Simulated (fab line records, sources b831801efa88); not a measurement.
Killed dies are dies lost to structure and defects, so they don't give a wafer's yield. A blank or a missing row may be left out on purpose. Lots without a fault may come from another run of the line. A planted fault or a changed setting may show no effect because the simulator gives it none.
fab line records | flow sky130
record lots=7 wafers=21 last_day=49
route steps=708 shown LOCAL_INTERCONNECT@405 CONTACT@406 PAD_OPEN@708
lots that met no fault: from a run of the same line without faults
start_h: hours from the record's first day to the start of the lot's first wafer shown | wait_h: hours since the lot's step before | " the same as in the row above | L1.1+2: a row that stands for several wafers | - no value, or no start given | * or withheld: withheld | < > ~ a bound
route shown NAME@n: a module of which the file shows steps, and the number in the route of the first | usual: mean/standard deviation of fault-free wafers | same: alike in all rows | chamber/n: place in a boat | sites: the reading at each site | _std_site: their standard deviation | _edge_site: outer sites' mean less inner sites' | radius_mm: how far each site lies from the wafer's centre | mask NAME#n: copy n | behind: the tool/chamber that last shaped the wafer | hold: why the lot was held/for how many hours/how that ended | device: the transistor (n, p or np) that didn't switch | end of line: the same wafers' tests at the end of the route | a step without rows: its recipe alone | killed: dies lost to structure and defects at the first sort, not the wafer's yield | map: a wafer's dies, x killed, . not, _ none there
set.NAME: the setting as run; set.NAME@STEP: as run at that earlier step | model.NAME: the simulator's own value behind a step, which no gauge read
lots at some steps of the route; a table a step, a row a wafer
services: from which hour (start_h, from the record's first day; less than 0 if before it) a tool's chamber was out of use, for how many hours, and why
## steps
# step SKY_LOCAL_INTERCONNECT_CLEAN_18
# recipe chemistry=O3/DIW dry=n2_spin
# step SKY_CONTACT_CVD_00
# recipe material=Si3N4 target_thk_nm=75 temp_c=400 time_s=withheld rf_w=450
# usual heater_power_w=722/63
# columns lot.wafer tool chamber start_h wait_h heater_power_w
L219.1 pecvd-01 0 715.79 0.0 751
L219.4 " 2 " " 716
L219.6 " 0 " " 747
L222.3 pecvd-02 2 744.94 0.0 714
L222.4 " 0 " " 707
L222.5 " 1 " " 773
L225.2 pecvd-02 0 760.30 0.0 781
L225.4 " 1 " " 682
L225.5 " 2 " " 771
L227.1 pecvd-03 0 774.28 0.0 607
L227.2 " 1 " " 880
L227.4 " 0 " " 634
L228.4 pecvd-01 2 775.61 0.0 645
L228.5 " 0 " " 751
L228.6 " 1 " " 634
L232.1 pecvd-03 1 808.00 0.0 868
L232.3 " 2 " " 744
L232.5 " 1 " " 890
L238.3 pecvd-02 0 856.03 0.0 735
L238.5 " 1 " " 757
L238.6 " 2 " " 761
# step SKY_CONTACT_THK_MEAS_01
# recipe reads=Si3N4_of_CONTACT_CVD_00
# usual CONTACT_CVD_00_THK=74.6/0.96
# columns lot.wafer tool chamber start_h wait_h CONTACT_CVD_00_THK[nm]
L219.1 film_metro-03 - 715.83 - 75.2
L219.4 " - " " 75.2
L219.6 " - " " 75.9
L222.3 film_metro-01 - 745.00 - 73.9
L222.4 " - " " 74.3
L222.5 " - " " 75.4
L225.2 film_metro-03 - 760.34 - 73.5
L225.4 " - " " 75.2
L225.5 " - " " 75.2
L227.1 film_metro-04 - 774.32 - 74.2
L227.2 " - " " 74.4
L227.4 " - " " 75.9
L228.4 film_metro-04 - 775.65 - 76.3
L228.5 " - " " 76.2
L228.6 " - " " 75.9
L232.1 film_metro-03 - 808.03 - 74.5
L232.3 " - " " 73.9
L232.5 " - " " 74.3
L238.3 film_metro-04 - 856.09 - 73.5
L238.5 " - " " 75.1
L238.6 " - " " 75.8
# step SKY_CONTACT_HDPCVD_02
# recipe material=SiO2 target_thk_nm=565 sigma_open_frac=0.3 time_s=94.2 temp_c=600 sih4_flow_sccm=60 pressure_mtorr=6
# step SKY_CONTACT_THK_MEAS_03
# recipe reads=SiO2_of_CONTACT_HDPCVD_02
# usual CONTACT_HDPCVD_THK=563/4.9
# columns lot.wafer tool chamber start_h wait_h CONTACT_HDPCVD_THK[nm]
L219.1 film_metro-04 - 715.96 0.0 566
L219.4 " - " " 565
L219.6 " - " " 562
L222.3 film_metro-03 - 745.13 0.1 558
L222.4 " - " " 563
L222.5 " - " " 566
L225.2 film_metro-01 - 760.47 0.0 558
L225.4 " - " " 569
L225.5 " - " " 561
L227.1 film_metro-01 - 774.45 0.0 568
L227.2 " - " " 568
L227.4 " - " " 563
L228.4 film_metro-04 - 775.78 0.0 562
L228.5 " - " " 565
L228.6 " - " " 559
L232.1 film_metro-04 - 808.16 0.0 566
L232.3 " - " " 568
L232.5 " - " " 565
L238.3 film_metro-03 - 856.22 0.1 557
L238.5 " - " " 559
L238.6 " - " " 562
# step SKY_CONTACT_CMP_04
# recipe material=SiO2 down_force_psi=4 platen_rpm=60 pad_velocity_m_s=0.94248
# usual motor_current_A=11.4/0.69 platen_rpm=60.00/0.037 time_to_endpoint_s=83/3.5
# columns lot.wafer tool chamber start_h wait_h motor_current_A platen_rpm time_to_endpoint_s
L219.4 cmp-02 2 716.15 0.1 11.4 60.03 83
L219.1 " 3 " " 11.6 60.03 84
L219.6 " 1 " " 11.2 60.00 78
L222.4 cmp-01 3 745.21 0.1 12.1 60.00 87
L222.3 " 2 " " 11.8 60.02 82
L222.5 " 3 " " 11.6 60.03 89
L225.4 cmp-01 0 760.62 0.1 12.5 60.05 84
L225.2 " 1 " " 10.7 59.94 86
L225.5 " 3 " " 11.8 59.93 86
L227.4 cmp-01 3 774.51 0.0 11.5 60.01 83
L227.2 " 0 " " 12.1 59.98 83
L227.1 " 1 " " 10.8 60.01 84
L228.4 cmp-02 1 775.86 0.1 10.4 59.98 82
L228.6 " 0 " " 10.5 60.01 81
L228.5 " 1 " " 11.3 59.97 82
L232.1 cmp-01 3 808.32 0.1 11.8 59.91 86
L232.3 " 0 " " 12.1 60.02 84
L232.5 " 1 " " 10.8 59.98 85
L238.3 cmp-01 2 856.36 0.1 11.4 59.98 77
L238.6 " 0 " " 11.7 59.97 84
L238.5 " 1 " " 10.7 60.01 83
# step SKY_CONTACT_BOW_MEAS_05
# recipe mode=bow
# usual CONTACT_BOW=81/7
# columns lot.wafer tool chamber start_h wait_h CONTACT_BOW[um]
L219.1 film_metro-01 - 716.40 0.1 74
L219.4 " - " " 77
L219.6 " - " " 86
L222.3 film_metro-04 - 745.55 0.1 93
L222.4 " - " " 93
L222.5 " - " " 86
L225.2 film_metro-03 - 760.84 0.1 77
L225.4 " - " " 76
L225.5 " - " " 79
L227.1 film_metro-01 - 774.81 0.1 83
L227.2 " - " " 77
L227.4 " - " " 82
L228.4 film_metro-01 - 776.17 0.3 85
L228.5 " - " " 71
L228.6 " - " " 87
L232.1 film_metro-03 - 808.52 0.1 80
L232.3 " - " " 83
L232.5 " - " " 87
L238.3 film_metro-01 - 856.60 0.2 86
L238.5 " - " " 93
L238.6 " - " " 99
# step SKY_CONTACT_DEHYDRATE_06
# recipe temp_c=200 time_s=60
# step SKY_CONTACT_HMDS_07
# recipe prime_time_s=60 prime_temp_c=120
# step SKY_CONTACT_COAT_08
# recipe resist=BARC temp_c=withheld time_s=withheld spin_rpm=3000 resist_thk_nm=60
# step SKY_CONTACT_COAT_09
# recipe resist=KrF-thick spin_rpm=3000 resist_thk_nm=450
# step SKY_CONTACT_SOFTBAKE_10
# recipe temp_c=100 time_s=90 resist=KrF-thick
# step SKY_CONTACT_EXPOSE_11
# recipe mask_id=CTM1 na=0.8 source_shape=annular sigma_inner=0.55 sigma_outer=0.85 target_cd_nm=170 dose_mj=38
# usual exposure_dose_mJ_cm2=37.99/0.036
# same na=0.8 sigma_outer=0.85
# columns lot.wafer tool chamber start_h wait_h mask exposure_dose_mJ_cm2
L219.1 krf_scanner-01 0 730.59 - CTM1#0 38.02
L219.4 " 0 " " CTM1#0 37.99
L219.6 " 0 " " CTM1#0 38.01
L222.3 krf_scanner-01 0 759.65 - CTM1#0 37.96
L222.4 " 0 " " CTM1#0 37.98
L222.5 " 0 " " CTM1#0 38.02
L225.2 krf_scanner-01 0 774.36 - CTM1#0 43.28
L225.4 " 0 " " CTM1#0 43.33
L225.5 " 0 " " CTM1#0 43.29
L227.1 krf_scanner-01 0 788.39 - CTM1#0 42.27
L227.2 " 0 " " CTM1#0 42.27
L227.4 " 0 " " CTM1#0 42.23
L228.4 krf_scanner-01 0 789.72 - CTM1#0 42.21
L228.5 " 0 " " CTM1#0 42.29
L228.6 " 0 " " CTM1#0 42.26
L232.1 krf_scanner-02 0 821.99 - CTM1#0 37.95
L232.3 " 0 " " CTM1#0 37.97
L232.5 " 0 " " CTM1#0 37.99
L238.3 krf_scanner-02 0 868.90 - CTM1#0 38.00
L238.5 " 0 " " CTM1#0 37.97
L238.6 " 0 " " CTM1#0 37.99
# step SKY_CONTACT_PEB_12
# recipe peb_temp_c=withheld peb_time_s=withheld resist=KrF-thick
# step SKY_CONTACT_DEVELOP_13
# recipe develop_time_s=60 resist=KrF-thick dev_temp_c=21
# step SKY_CONTACT_CD_MEAS_14
# recipe target_cd_nm=170
# usual cd_nm=169.9/1.3
# columns lot.wafer tool chamber start_h wait_h cd_nm
L219.1 cd_sem-02 - 743.67 - 168.4
L219.4 " - " " 171.2
L219.6 " - " " 170.3
L222.3 cd_sem-01 - 773.10 - 170.9
L222.4 " - " " 171.2
L222.5 " - " " 169.4
L225.2 cd_sem-02 - 787.42 - 194.3
L225.4 " - " " 194.1
L225.5 " - " " 194.8
L227.1 cd_sem-02 - 800.76 - 189.4
L227.2 " - " " 190.8
L227.4 " - " " 190.7
L228.4 cd_sem-02 - 802.44 - 188.5
L228.5 " - " " 188.8
L228.6 " - " " 188.8
L232.1 cd_sem-01 - 835.01 - 167.8
L232.3 " - " " 167.5
L232.5 " - " " 168.1
L238.3 cd_sem-01 - 881.25 - 170.0
L238.5 " - " " 167.1
L238.6 " - " " 168.1
# step SKY_CONTACT_OVL_MEAS_15
# usual CONTACT_OVL=-1/5.6
# columns lot.wafer tool chamber start_h wait_h CONTACT_OVL[nm]
L219.1 overlay-01 - 743.79 0.1 -10
L219.4 " - " " -2
L219.6 " - " " -11
L222.3 overlay-01 - 773.20 0.1 4
L222.4 " - " " 2
L222.5 " - " " 1
L225.2 overlay-02 - 787.52 0.1 -1
L225.4 " - " " 9
L225.5 " - " " 0
L227.1 overlay-02 - 800.88 0.1 0
L227.2 " - " " -9
L227.4 " - " " -4
L228.4 overlay-01 - 802.52 0.1 2
L228.5 " - " " 1
L228.6 " - " " 3
L232.1 overlay-01 - 835.13 0.1 -2
L232.3 " - " " -2
L232.5 " - " " -6
L238.3 overlay-01 - 881.34 0.1 -8
L238.5 " - " " -3
L238.6 " - " " 0
# step SKY_CONTACT_ETCH_16
# recipe chemistry=N2/H2 target=BARC ion_energy_ev=200 source_w=500 bias_w=100 pressure_mtorr=30 n2_flow_sccm=100 h2_flow_sccm=200 stop_on=SiO2 time_s=45.9 target_depth_a=600
# usual drypump_motor_current_A=5.8/0.51 oes_product_au=0.855/0.0048 throttle_valve_pct=13.224/0.0094
# columns lot.wafer tool chamber start_h wait_h drypump_motor_current_A oes_product_au rf_hours_counter_h throttle_valve_pct model.CONTACT.cd_nm
L219.1 rie_diel-01 1 743.82 0.0 5.5 0.851 9 13.232 168.4
L219.4 " 1 " " 5.5 0.857 - 13.216 170.8
L219.6 " 3 " " 5.6 0.857 - 13.219 170.3
L222.3 rie_diel-01 3 773.22 0.0 5.6 0.848 6 13.221 170.5
L222.4 " 0 " " 5.5 0.857 - 13.232 172.2
L222.5 " 1 " " 5.5 0.850 - 13.226 168.6
L225.2 rie_diel-03 3 787.55 0.0 6.4 0.864 19 13.210 194.3
L225.4 " 1 " " 4.9 0.852 26 13.239 193.9
L225.5 " 0 " " 6.6 0.858 - 13.215 194.7
L227.1 rie_diel-01 3 800.91 0.0 5.6 0.853 8 13.225 189.2
L227.2 " 1 " " 5.5 0.857 12 13.218 190.6
L227.4 " 1 " " 5.5 0.848 - 13.219 190
L228.4 rie_diel-03 2 802.53 0.0 6.1 0.852 8 13.215 189
L228.5 " 1 " " 4.9 0.847 - 13.225 188.4
L228.6 " 0 " " 6.6 0.864 - 13.243 189.3
L232.1 rie_diel-03 2 835.16 0.0 6.1 0.861 8 13.220 168.5
L232.3 " 3 " " 6.5 0.855 21 13.209 167.8
L232.5 " 2 " " 6.1 0.853 - 13.210 168.2
L238.3 rie_diel-03 3 881.36 0.0 6.4 0.860 23 13.224 170.4
L238.5 " 1 " " 4.9 0.851 - 13.219 167.3
L238.6 " 3 " " 6.4 0.854 - 13.222 168.7
# step SKY_CONTACT_ETCH_17
# recipe target=SiO2 chemistry=C4F8/O2/Ar stop_on=Si3N4 mask_material=KrF-thick source_w=1500 bias_w=1200 pressure_mtorr=40 c4f8_flow_sccm=withheld O2_flow_sccm=6 Ar_flow_sccm=300 time_s=withheld target_depth_a=3400
# usual oes_product_au=0.892/0.0049
# columns lot.wafer tool chamber start_h wait_h oes_product_au
L219.1 rie_diel-01 1 743.86 0.0 0.894
L219.4 " 1 " " 0.892
L219.6 " 3 " " 0.889
L222.3 rie_diel-01 3 773.26 0.0 0.887
L222.4 " 0 " " 0.890
L222.5 " 1 " " 0.886
L225.2 rie_diel-03 3 787.59 0.0 0.891
L225.4 " 1 " " 0.890
L225.5 " 0 " " 0.898
L227.1 rie_diel-01 3 800.96 0.0 0.909
L227.2 " 1 " " 0.885
L227.4 " 1 " " 0.884
L228.4 rie_diel-03 2 802.58 0.0 0.891
L228.5 " 1 " " 0.894
L228.6 " 0 " " 0.899
L232.1 rie_diel-03 2 835.21 0.0 0.894
L232.3 " 3 " " 0.899
L232.5 " 2 " " 0.892
L238.3 rie_diel-03 3 881.41 0.0 0.896
L238.5 " 1 " " 0.898
L238.6 " 3 " " 0.884
# step SKY_CONTACT_ETCH_18
# recipe target=Si3N4 chemistry=CHF3/O2 stop_on=TiN source_w=600 bias_w=200 pressure_mtorr=40 chf3_flow_sccm=50 O2_flow_sccm=5 time_s=39 target_depth_a=750
# usual O2_flow_sccm=5.000/0.015 drypump_motor_current_A=5.8/0.51 oes_product_au=0.852/0.0074 throttle_valve_pct=8.793/0.0097
# columns lot.wafer tool chamber start_h wait_h O2_flow_sccm drypump_motor_current_A oes_product_au rf_hours_counter_h throttle_valve_pct model.CONTACT.cd_nm
L219.1 rie_diel-01 1 - - 5.012 5.5 0.857 9 8.790 168.6
L219.4 " 1 " " 5.002 5.5 0.855 - 8.799 171
L219.6 " 3 " " 4.997 5.5 0.864 - 8.792 170.5
L222.3 rie_diel-01 3 - - 4.995 5.5 0.850 7 8.780 170.6
L222.4 " 0 " " 5.010 5.5 0.852 - 8.791 172.5
L222.5 " 1 " " 4.977 5.5 0.859 - 8.791 168.9
L225.2 rie_diel-03 3 - - 5.003 6.4 0.853 19 8.805 194.2
L225.4 " 1 " " 4.990 4.9 0.855 26 8.791 193.7
L225.5 " 0 " " 5.009 6.6 0.848 - 8.798 194.8
L227.1 rie_diel-01 3 - - 5.021 5.6 0.846 8 8.779 189.4
L227.2 " 1 " " 5.017 5.5 0.847 12 8.784 190.6
L227.4 " 1 " " 5.017 5.5 0.856 - 8.795 190.3
L228.4 rie_diel-03 2 - - 4.995 6.1 0.855 8 8.796 189.1
L228.5 " 1 " " 4.984 5.0 0.862 - 8.799 188.3
L228.6 " 0 " " 5.001 6.7 0.859 - 8.796 189.6
L232.1 rie_diel-03 2 - - 4.994 6.1 0.854 9 8.791 168.8
L232.3 " 3 " " 5.018 6.4 0.852 21 8.781 168.1
L232.5 " 2 " " 4.999 6.1 0.853 - 8.805 168.7
L238.3 rie_diel-03 3 - - 4.994 6.4 0.840 23 8.792 170.3
L238.5 " 1 " " 4.989 4.9 0.859 - 8.790 167.1
L238.6 " 3 " " 5.016 6.4 0.863 - 8.808 168.4
# step SKY_CONTACT_STRIP_19
# recipe chemistry=O2/N2 power_w=1400 pressure_mtorr=1500 platen_temp_c=withheld o2_flow_sccm=3000 n2_flow_sccm=300 overash_fraction=0.5
# usual drypump_motor_current_A=5.3/0.34 oes_product_au=0.380/0.0048 strip_time_to_endpoint_s=3.616/0.025
# columns lot.wafer tool chamber start_h wait_h drypump_motor_current_A oes_product_au rf_hours_counter_h strip_time_to_endpoint_s
L219.1 plasma_asher-03 0 743.95 - 6.1 0.374 0 3.596
L219.4 " 1 " " 5.3 0.381 - 3.604
L219.6 " 0 " " 6.1 0.379 - 3.595
L222.3 plasma_asher-01 1 773.39 - 5.0 0.374 - 3.593
L222.4 " 0 " " 5.1 0.381 - 3.619
L222.5 " 0 " " 5.1 0.384 - 3.607
L225.2 plasma_asher-04 1 787.68 - 5.4 0.377 61 3.604
L225.4 " 1 " " 5.4 0.384 - 3.643
L225.5 " 1 " " 5.4 0.379 - 3.597
L227.1 plasma_asher-04 0 801.05 - 5.1 0.381 62 3.605
L227.2 " 1 " " 5.3 0.374 62 3.625
L227.4 " 1 " " 5.3 0.377 - 3.579
L228.4 plasma_asher-04 0 802.70 - 5.1 0.380 - 3.585
L228.5 " 1 " " 5.4 0.378 - 3.666
L228.6 " 0 " " 5.1 0.381 - 3.576
L232.1 plasma_asher-03 1 835.30 - 5.3 0.380 8 3.601
L232.3 " 0 " " 6.1 0.381 - 3.600
L232.5 " 0 " " 6.1 0.386 - 3.590
L238.3 plasma_asher-04 0 881.53 - 5.1 0.389 - 3.617
L238.5 " 0 " " 5.1 0.378 - 3.630
L238.6 " 1 " " 5.4 0.374 - 3.626
# step SKY_PAD_OPEN_PROBE_99
# usual killed_at_M0_to_M3=44/7.3 killed_at_M4_up=3.0/1.9 killed_at_contacts=24/5 killed_at_front_end=16/4.5 killed_at_other=0.3/0.46 killed_dies=87/10 killed_on_rim=17/3.5 killed_open=47/8.3 killed_short=39/6.4
# same gross_dies=492 killed_at_back_side=0
# columns lot.wafer tool chamber start_h wait_h killed_at_M0_to_M3 killed_at_M4_up killed_at_contacts killed_at_front_end killed_at_other killed_dies killed_on_rim killed_open killed_short model.etest.mcon_chain.rc_ohm
L219.1 prober-02 - 1082.79 0.1 41 3 26 22 1 93 25 55 38 16.87
L219.4 prober-02 - 1082.94 0.2 32 3 30 23 0 88 18 51 37 16.83
L219.6 prober-02 - 1083.04 0.2 41 4 21 12 0 78 14 43 35 16.64
L222.3 prober-01 - 1102.83 0.2 56 2 27 20 0 105 24 66 39 17.48
L222.4 prober-01 - 1102.88 0.2 50 4 23 21 0 98 14 62 36 15.95
L222.5 prober-01 - 1102.93 0.2 58 8 24 21 0 111 26 66 45 16.55
L225.2 prober-01 - 1114.30 0.1 31 4 91 13 0 139 54 37 35 14.24
L225.4 prober-01 - 1114.40 0.2 49 2 79 13 1 144 48 38 48 14.41
L225.5 prober-01 - 1114.45 0.2 48 2 85 13 0 148 52 55 28 14.42
L227.1 prober-02 - 1124.93 0.1 39 3 35 14 1 92 25 48 34 15
L227.2 prober-02 - 1124.98 0.1 56 1 50 16 0 123 38 54 41 14.88
L227.4 prober-02 - 1125.08 0.2 53 6 40 20 0 119 23 61 45 14.39
L228.4 prober-01 - 1127.25 0.2 54 5 33 29 0 121 23 58 52 15.09
L228.5 prober-01 - 1127.30 0.2 45 3 38 16 0 102 24 52 46 15.17
L228.6 prober-01 - 1127.35 0.2 50 1 33 21 0 105 28 63 32 14.72
L232.1 prober-02 - 1149.18 0.1 41 1 26 9 1 78 20 45 33 17.32
L232.3 prober-02 - 1149.28 0.2 47 4 33 13 0 97 21 61 36 16.25
L232.5 prober-02 - 1149.38 0.2 49 8 18 19 1 95 20 50 45 17.13
L238.3 prober-01 - 1179.23 0.2 33 6 30 11 0 80 19 47 33 16.55
L238.5 prober-01 - 1179.33 0.2 46 3 31 10 0 90 14 48 42 16.87
L238.6 prober-01 - 1179.38 0.2 43 1 27 20 0 91 18 53 38 17.12
# killed by level:class
L219.1 LI_CONTACT:geometric_particle:open=9 CONTACT:geometric_particle:open=9 VIA2:geometric_particle:open=8 POLY_GATE:geometric_particle:open=6 VIA3:geometric_particle:open=6 VIA1:geometric_particle:open=6 FIELD_ISO:geometric_particle:open=5 CONTACT:geometric_particle:short=5
L219.4 LI_CONTACT:geometric_particle:open=11 CONTACT:geometric_particle:open=9 VIA3:geometric_particle:open=8 POLY_GATE:geometric_particle:short=7 VIA1:geometric_particle:open=5 CONTACT:geometric_particle:short=5 POLY_GATE:geometric_particle:open=4 METAL1:geometric_particle:short=4
L219.6 VIA1:geometric_particle:open=10 LI_CONTACT:geometric_particle:open=7 CONTACT:geometric_particle:open=7 VIA3:geometric_particle:open=6 VIA3:geometric_particle:short=5 METAL1:geometric_particle:short=4 METAL2:geometric_particle:short=4 VIA2:geometric_particle:open=4
L222.3 CONTACT:geometric_particle:open=14 VIA1:geometric_particle:open=12 VIA3:geometric_particle:open=10 FIELD_ISO:geometric_particle:open=8 LI_CONTACT:geometric_particle:open=6 VIA1:geometric_particle:short=6 VIA2:geometric_particle:open=5 FIELD_ISO:geometric_particle:short=5
L222.4 VIA1:geometric_particle:open=12 CONTACT:geometric_particle:open=10 VIA3:geometric_particle:open=8 FIELD_ISO:geometric_particle:open=7 LI_CONTACT:geometric_particle:open=7 VIA3:geometric_particle:short=6 VIA1:geometric_particle:short=5 VIA2:geometric_particle:open=5
L222.5 VIA3:geometric_particle:open=12 CONTACT:geometric_particle:open=12 VIA1:geometric_particle:open=11 VIA1:geometric_particle:short=8 POLY_GATE:geometric_particle:open=7 VIA2:geometric_particle:open=7 VIA3:geometric_particle:short=6 LI_CONTACT:geometric_particle:open=5
L225.2 CONTACT:area_expose=67 LI_CONTACT:geometric_particle:open=8 CONTACT:geometric_particle:open=6 VIA1:geometric_particle:short=6 CONTACT:geometric_particle:short=5 LOCAL_INTERCONNECT:geometric_particle:short=4 VIA1:geometric_particle:open=4 VIA3:geometric_particle:open=4
L225.4 CONTACT:area_expose=58 VIA1:geometric_particle:open=15 CONTACT:geometric_particle:short=8 METAL1:geometric_particle:short=6 VIA1:geometric_particle:short=6 METAL2:geometric_particle:short=5 FIELD_ISO:geometric_particle:short=4 VIA2:geometric_particle:open=4
L225.5 CONTACT:area_expose=65 VIA1:geometric_particle:open=12 LI_CONTACT:geometric_particle:open=10 VIA2:geometric_particle:open=7 METAL2:geometric_particle:short=6 VIA3:geometric_particle:open=6 SPACER:geometric_particle:open=5 LOCAL_INTERCONNECT:geometric_particle:short=5
L227.1 VIA1:geometric_particle:open=11 CONTACT:area_expose=10 LI_CONTACT:geometric_particle:open=7 CONTACT:geometric_particle:open=7 VIA3:geometric_particle:open=6 LI_CONTACT:geometric_particle:short=5 VIA1:geometric_particle:short=5 METAL1:geometric_particle:short=4
L227.2 CONTACT:area_expose=28 CONTACT:geometric_particle:open=11 VIA1:geometric_particle:open=11 LI_CONTACT:geometric_particle:open=9 VIA1:geometric_particle:short=8 VIA3:geometric_particle:open=8 VIA2:geometric_particle:open=7 POLY_GATE:geometric_particle:short=6
L227.4 VIA1:geometric_particle:open=15 CONTACT:area_expose=13 CONTACT:geometric_particle:open=11 METAL2:geometric_particle:short=10 LI_CONTACT:geometric_particle:open=8 VIA3:geometric_particle:open=7 VIA2:geometric_particle:open=7 POLY_GATE:geometric_particle:short=5
L228.4 VIA1:geometric_particle:open=11 CONTACT:area_expose=11 FIELD_ISO:geometric_particle:open=9 METAL3:geometric_particle:short=9 LI_CONTACT:geometric_particle:open=8 POLY_GATE:geometric_particle:short=7 CONTACT:geometric_particle:open=7 METAL1:geometric_particle:short=6
L228.5 CONTACT:geometric_particle:open=14 VIA1:geometric_particle:open=10 LI_CONTACT:geometric_particle:open=7 CONTACT:geometric_particle:short=7 VIA1:geometric_particle:short=7 VIA2:geometric_particle:open=6 FIELD_ISO:geometric_particle:short=5 FIELD_ISO:geometric_particle:open=4
L228.6 VIA1:geometric_particle:open=11 CONTACT:geometric_particle:open=10 CONTACT:area_expose=10 VIA2:geometric_particle:open=9 FIELD_ISO:geometric_particle:open=8 VIA3:geometric_particle:open=8 FIELD_ISO:geometric_particle:short=5 LI_CONTACT:geometric_particle:open=5
L232.1 CONTACT:geometric_particle:open=13 LI_CONTACT:geometric_particle:open=8 VIA2:geometric_particle:open=7 VIA1:geometric_particle:open=6 VIA3:geometric_particle:open=6 METAL2:geometric_particle:short=6 FIELD_ISO:geometric_particle:short=4 POLY_GATE:geometric_particle:short=4
L232.3 CONTACT:geometric_particle:open=15 LI_CONTACT:geometric_particle:open=10 VIA2:geometric_particle:open=8 VIA1:geometric_particle:open=7 VIA3:geometric_particle:open=7 VIA1:geometric_particle:short=5 METAL1:geometric_particle:short=4 METAL2:geometric_particle:short=4
L232.5 VIA1:geometric_particle:open=10 VIA1:geometric_particle:short=8 CONTACT:geometric_particle:open=8 VIA3:geometric_particle:open=7 POLY_GATE:geometric_particle:open=6 VIA2:geometric_particle:open=6 METAL4:geometric_particle:short=6 LI_CONTACT:geometric_particle:open=5
L238.3 CONTACT:geometric_particle:open=16 VIA2:geometric_particle:open=9 VIA1:geometric_particle:open=8 VIA3:geometric_particle:open=6 LOCAL_INTERCONNECT:geometric_particle:short=5 FIELD_ISO:geometric_particle:short=4 METAL4:geometric_particle:short=4 POLY_GATE:geometric_particle:short=4
L238.5 VIA1:geometric_particle:open=17 CONTACT:geometric_particle:open=11 METAL2:geometric_particle:short=8 LOCAL_INTERCONNECT:geometric_particle:short=7 LI_CONTACT:geometric_particle:open=5 VIA3:geometric_particle:open=5 LI_CONTACT:geometric_particle:short=4 CONTACT:geometric_particle:short=4
L238.6 CONTACT:geometric_particle:open=13 VIA1:geometric_particle:open=13 VIA1:geometric_particle:short=8 LI_CONTACT:geometric_particle:open=7 POLY_GATE:geometric_particle:open=6 FIELD_ISO:geometric_particle:short=5 METAL2:geometric_particle:short=4 LOCAL_INTERCONNECT:geometric_particle:short=4
# map L225.5 (x killed, . not)
__________xxx.xx.xxx_________
________xxxx.x......x._______
______...x..........xx.._____
_____.xxx..xx....x....xxx____
____xx..xx....x.x..x....x.___
___..x...xx...xx.....x...x.__
__xx..x..x..........x......._
_.x...x.x............xx......
_xx..x.x......x...x..x.......
_xxx.x................x......
_xxxx.x.x...x............x.x.
_xx.xx...x..x.............x..
_...xx..x.........x.....x..x.
_xx.x.........x.........x.x.x
_x.xx...x......x.x.........x.
__xx..x..xx.......xx......x._
___xx.xx.x............xx...__
____x.xxx......xxxx.......___
_____xx..xxx.............____
______.x.....x.x...xx.xx_____
________.xxx..x..xx..._______
__________xxxxxxx..x_________
# map L227.2 (x killed, . not)
__________..x....x.._________
________.............._______
______xxxx....x........._____
_____.x...xx...........x.____
____x....x.....xx......x.x___
___.....x........x.xxxx....__
__x......x.x.xx..x.........x_
_...x.....x.x..xx.....x......
_..x.x..........x..x.........
_xx.x......xx......x....x....
_x..xx...x.x.......xx........
_x..x.x.xxx....x..........x.x
_x.x.....x......x....xx..x.x.
_.......x..x.........x......x
_.x.x.x.........x......x.....
__xx.xxx...x..x...x...x...xx_
___xxx.......x.x...........__
____xxxx.....x........x..x___
_____.x..x.........xx....____
______x.x.x.x.x........._____
________xxx..xx..x.x.._______
__________x..x...xx._________
## services
# columns tool chamber start_h hours kind
rie_diel-01 0 693.57 5.1 repair
krf_scanner-01 - 703.93 1.0 pm
krf_scanner-01 - 705.82 5.4 repair
krf_scanner-01 - 707.85 0.9 repair
cmp-01 - 709.21 8.1 repair
cmp-01 - 709.36 1.7 repair
plasma_asher-03 - 712.16 11.0 repair
cmp-02 - 717.50 4.7 pm
plasma_asher-03 - 721.15 3.4 repair
krf_scanner-02 - 721.69 1.0 pm
rie_diel-03 3 722.46 1.3 repair
krf_scanner-01 - 723.29 0.8 pm
krf_scanner-02 - 729.59 1.3 pm
cmp-01 - 731.16 2.5 repair
krf_scanner-01 - 734.72 1.0 repair
rie_diel-01 2 737.54 132.0 repair
krf_scanner-01 - 785.47 1.3 pm
pecvd-02 2 824.82 2.7 repair
cmp-01 - 836.08 3.1 repair
rie_diel-03 0 840.05 70.6 repair
krf_scanner-01 - 840.41 1.0 repair
rie_diel-01 0 858.94 8.8 repair
rie_diel-01 3 868.98 5.0 repair
krf_scanner-01 - 872.93 1.0 pm
## key
first_sign step=SKY_CONTACT_EXPOSE_11 reading=exposure_dose_mJ_cm2 direction=up sigmas=99+ usual=* struck=*
effect step=SKY_CONTACT_CD_MEAS_14 reading=cd_nm direction=up sigmas=17 usual=169.9 struck=191.1 through=control_loop
effect step=SKY_PAD_OPEN_PROBE_99 reading=killed_at_contacts direction=up sigmas=6 usual=24 struck=54 wafers_moved=6
model_effect step=SKY_CONTACT_ETCH_16 value=CONTACT.cd_nm without=170 struck=191.1
model_effect step=SKY_CONTACT_ETCH_18 value=CONTACT.cd_nm without=170 struck=191.1
model_effect step=SKY_PAD_OPEN_PROBE_99 value=etest.mcon_chain.rc_ohm without=16.79 struck=14.7
more_kills_born_at SKY_CONTACT_EXPOSE_11@krf_scanner-01=266
met_at SKY_CONTACT_EXPOSE_11
struck_wafers L225.2,L225.4,L225.5,L227.1,L227.2,L227.4,L228.4,L228.5,L228.6
tester_left_out L225,L227,L228
loop_trim step=SKY_CONTACT_EXPOSE_11 setting=dose lots=L227,L228
onset_between 759.65 774.36
fault kind=process_parameter_drift tool=krf_scanner-01 chamber=- onset_h=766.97 steps=SKY_CONTACT_EXPOSE_11 channel=dose_mj offset=5.3137 shape=step acts_in=these_recipes_only stated=38
# tester_left_out: of these lots the tester's yield and bins aren't shown, on N5 and GAA mostly nor the transistor test; their killed dies are dies lost to structure and defects alone, not to doping, threshold or leakage, so they don't give the yield
# loop_trim: a control loop set the setting to another value than it would have without faults
